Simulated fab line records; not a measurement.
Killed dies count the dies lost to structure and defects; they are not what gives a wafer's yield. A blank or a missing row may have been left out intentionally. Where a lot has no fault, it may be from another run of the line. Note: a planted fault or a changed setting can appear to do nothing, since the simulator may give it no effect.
Matching of chambers ; flow gf180mcu ; GF_V4_ETCH_16 on rie-diel-02: 4 sister chambers
The step etches BARC in N2/H2. 18 wafers are shown with their chamber, then 9 later ones without.

## WAFERS, EACH WITH ITS CHAMBER
wafer;chamber;throttle-valve-pct (%);oes-product-au (a.u.);chamber-pressure-mTorr (mTorr)
L078.2;1;13.229;0.854;29.952
L078.4;3;13.220;0.852;30.000
L078.6;3;13.230;0.853;29.963
L079.1;0;13.225;0.861;29.988
L079.3;1;13.226;0.858;29.982
L079.6;3;13.229;0.848;30.015
L084.1;1;13.217;0.851;30.034
L084.2;2;13.233;0.848;30.003
L084.3;3;13.218;0.853;29.997
L084.4;0;13.236;0.858;30.002
L084.5;3;13.224;0.852;29.954
L084.6;0;13.232;0.856;30.027
L089.1;2;13.227;0.859;29.993
L089.3;3;13.227;0.856;29.999
L089.6;1;13.226;0.858;30.046
L091.2;3;13.234;0.850;30.019
L091.3;0;13.218;0.852;30.035
L091.4;1;13.217;0.849;29.962

SIGNATURES (averages over the wafers above)
reading;chamber 0;chamber 1;chamber 2;chamber 3;scatter within a chamber
throttle-valve-pct;13.22775;13.22300;13.23000;13.22600;0.00613
oes-product-au;0.85675;0.85400;0.85350;0.85200;0.00385
chamber-pressure-mTorr;30.01300;29.99520;29.99800;29.99243;0.0297
Rule: a wafer's distance from a chamber is the root of the sum, over the readings, of the square of ((its reading less the chamber's mean) divided by the reading's scatter). The wafer belongs to the nearest chamber; if the next one is less than 2 further off, it can't be placed. The scatter is the square root of a quotient: the sum, over the shown wafers, of each reading's squared deviation from its chamber's mean, divided by wafers minus chambers.

## WAFERS WITH NO CHAMBER GIVEN
wafer;throttle-valve-pct (%);oes-product-au (a.u.);chamber-pressure-mTorr (mTorr)
L094.2;13.236;0.853;30.048
L094.4;13.225;0.851;30.013
L094.6;13.234;0.857;30.022
L095.2;13.236;0.857;29.962
L095.3;13.223;0.856;30.016
L095.4;13.226;0.856;29.994
L097.1;13.227;0.859;30.028
L097.2;13.226;0.847;29.976
L097.4;13.235;0.846;30.042

## WHICH CHAMBER EACH ONE RAN IN
wafer;from the rows above;in truth
L094.2;can't be placed: 2 or 0 or 3 or 1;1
L094.4;can't be placed: 3 or 1 or 2 or 0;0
L094.6;can't be placed: 0 or 2 or 3 or 1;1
L095.2;can't be placed: 2 or 0 or 3 or 1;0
L095.3;can't be placed: 0 or 1 or 3 or 2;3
L095.4;can't be placed: 1 or 0 or 2 or 3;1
L097.1;can't be placed: 0 or 2 or 1 or 3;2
L097.2;can't be placed: 3 or 2 or 1 or 0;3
L097.4;can't be placed: 2 or 3 or 0 or 1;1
Correctly placed: 0 of 9. Cannot be placed on the basis of these rows: 9; the candidates contain the true chamber in 9. 0 placed wrongly.
